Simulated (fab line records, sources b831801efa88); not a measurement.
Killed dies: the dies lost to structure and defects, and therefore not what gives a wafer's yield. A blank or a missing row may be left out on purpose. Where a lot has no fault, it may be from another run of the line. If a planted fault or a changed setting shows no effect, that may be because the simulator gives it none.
Problem report, 8D (eight disciplines) form, completed by code -- flow sky130 -- the parts of the form that need people (team, actions taken, sign-off) are left out

== 1. WHAT WENT WRONG ==
Wafers free of any fault read 219.8 (standard deviation 1.8) for VT_ADJUST_NCORE_TW at SKY_VT_ADJUST_NCORE_TW_MEAS_11, against a mean of 233.1 on 4 wafers of 3 lots. Measured from the usual mean, that is +7.4 standard deviations.
First seen on wafer L668.3, day 9 17:56, on film_metro-02. The record has a number at this step for 43 wafers belonging to 15 lots. The rule behind "out" and "out of limits": a value lying over 4 standard deviations away from the usual mean. Any other wafer with a number is counted as sound.

== 2. WHAT IT IS; WHAT IT IS NOT ==
question,is,is not
which readings at this step,VT_ADJUST_NCORE_TW,-
which lots,"L668, L670, L671","L665, L666, L667, L679, L680, L682, L683, L684, L685, L686, L687, L688"
which wafers of those lots,"L668.3, L668.4, L670.3, L671.3","L670.2, L671.5, L671.6"
read on which gauges,"film_metro-01, film_metro-02",film_metro-03
when,from day 9 17:56,"up to then (9 sound wafers); but 30 sound wafers of L670, L671, L679, L680, L682, L683, L684, L685, L686, L687, L688 came after"

== 3. THE SUSPECTS, EACH WITH WHAT RULES IT OUT ==
Counting: a tool at a process step up to the reading stays a suspect if it ran every lot that is out. Sound lots after the first of them don't rule it out here, since some wafers of a struck lot are sound.
- the gauge at SKY_VT_ADJUST_NCORE_TW_MEAS_11: ruled out. The wafers that are out were read on 2 gauges (film_metro-01, film_metro-02).
- implanter-01 at SKY_VT_ADJUST_NCORE_IMPLANT_09: kept. Ran every lot that is out, first one L668 (day 9 17:43); last sound lot up to then L667 (day 9 07:35). On those wafers its own readings are out: beam_on_s, faraday_current_uA.
Remaining after the count: implanter-01 at SKY_VT_ADJUST_NCORE_IMPLANT_09.

== 4. THE CAUSE (what the simulator had put in) ==
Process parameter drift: implanter-01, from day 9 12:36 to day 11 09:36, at SKY_VT_ADJUST_NCORE_IMPLANT_09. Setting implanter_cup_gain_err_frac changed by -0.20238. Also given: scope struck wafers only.
After counting, this tool was the only one left.

== 5. SEQUENCE OF EFFECTS, ordered by route ==
Each row: a reading where the mean over the struck wafers with a number is more than 3 standard deviations away from the usual. Scope: only readings with a usual standard deviation given in the record; hours: median across lots of the time from each lot's start at the first step in this table that gives one to its start at this step; sigmas: change in usual standard deviations.
hours,step,reading,usual,on struck wafers,change,sigmas
0,SKY_VT_ADJUST_NCORE_IMPLANT_09,beam_on_s,10.03 s,12.35,+2.32,+11
0,SKY_VT_ADJUST_NCORE_IMPLANT_09,faraday_current_uA,13.5,10.9,-2.6,-8.2
0,SKY_VT_ADJUST_NCORE_TW_MEAS_11,VT_ADJUST_NCORE_TW,219.8,233.1,+13.3,+7.4
It contains these process steps:
- SKY_VT_ADJUST_NCORE_IMPLANT_09

== 6. WHAT WOULD HAVE CAUGHT IT SOONER ==
5 hours passed between the start of the fault at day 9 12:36 and the first reading out of limits at a measuring or inspecting step in this record, taken at day 9 17:56.
The tool's own readings at SKY_VT_ADJUST_NCORE_IMPLANT_09 were out on every struck wafer that the step has a row for (beam_on_s, faraday_current_uA): an alarm limit on them would have fired on the first of those.
Among the 3 lots that are out, L670, L671 began SKY_VT_ADJUST_NCORE_IMPLANT_09 on implanter-01 after day 9 17:56. A hold on the tool at that time would have spared those 2.
